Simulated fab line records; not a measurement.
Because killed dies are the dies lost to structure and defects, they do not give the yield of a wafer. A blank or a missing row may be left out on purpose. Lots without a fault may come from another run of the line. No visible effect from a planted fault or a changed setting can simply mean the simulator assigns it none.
Which tool is to blame?    flow sky130    12 lots, 36 wafers sampled, at 2 steps of a route of 708

## WHAT THE GAUGES READ, wafer by wafer
SKY_POLY_GATE_OVL_MEAS_14.
lot   measured      on          POLY_GATE_OVL (nm)
L443  day 16 19:52  overlay-01  -9 -4 -3
L445  day 17 15:07  overlay-01  7 2 4
L447  day 18 04:13  overlay-01  0 1 0
L453  day 20 08:10  overlay-02  3 -3 1
L452  day 20 09:58  overlay-02  9 2 2
L454  day 20 18:58  overlay-02  0 2 -3
L457  day 21 22:18  overlay-01  1 -7 -6
L458  day 22 12:36  overlay-02  4 8 7
L460  day 22 19:04  overlay-01  3 2 -2
L461  day 23 06:20  overlay-01  3 -3 8
L463  day 23 23:19  overlay-02  2 6 1
L464  day 24 14:04  overlay-02  -6 -2 -5

SKY_LDD_HVN_OVL_MEAS_07.
lot   measured      on          LDD_HVN_OVL (nm)
L443  day 20 21:29  overlay-02  -0.2 -1.4 -0.7
L445  day 21 15:05  overlay-02  -1.2 -0.9 0.4
L447  day 22 03:08  overlay-01  -2.0 -3.0 -3.1
L453  day 24 06:57  overlay-01  0.5 -2.6 -2.4
L452  day 24 10:02  overlay-01  -1.7 0.1 -1.6
L454  day 24 16:14  overlay-01  0.4 0.3 -0.3
L457  day 25 19:34  overlay-02  0.3 -1.6 0.3
L458  day 26 09:05  overlay-01  -1.4 1.0 1.1
L460  day 26 13:57  overlay-02  -1.6 -2.4 -0.8
L461  day 27 02:20  overlay-02  -4.0 -2.9 -2.6
L463  day 27 17:42  overlay-02  0.9 0.6 0.0
L464  day 28 09:17  overlay-01  -0.9 0.7 -1.2

## EACH LOT AND THE TOOL THAT RAN IT (in order: tool; ch and the chambers of the sampled wafers; start)
No process step before these readings appears in the record.

## AS READ BY THE TOOLS THEMSELVES (means over the sampled wafers that have a number; for cases with no such wafer, the mark the record gives instead)
The record holds no such reading with a usual standard deviation.

## THE ANSWER, worked out from the rows above alone
Rule: the usual values come from the lots themselves. The widest of any qualifying gaps counts: lots, ordered by their means at a reading, are off when they make up no more than a third of the lots, leave a main group of 4 or more, and stand apart from it by 3 or more times the standard deviation of that group's means. The tables above print the reading to a certain number of digits; a main group whose means all agree to those digits is not used. A lot without any number at a reading at which 4 lots or more have one is off too. All remaining lots with rows at the step are treated as sound. The gauges are gone through in route order, then the tools' own readings, and for those a lot's mean is taken as printed above. At the first step where some lot is off, the reading lying furthest off is the one used; lots without a number count as furthest.
Nothing can be told from this: no lot is off at any reading shown.

## WHAT WAS PUT IN BY THE SIMULATOR
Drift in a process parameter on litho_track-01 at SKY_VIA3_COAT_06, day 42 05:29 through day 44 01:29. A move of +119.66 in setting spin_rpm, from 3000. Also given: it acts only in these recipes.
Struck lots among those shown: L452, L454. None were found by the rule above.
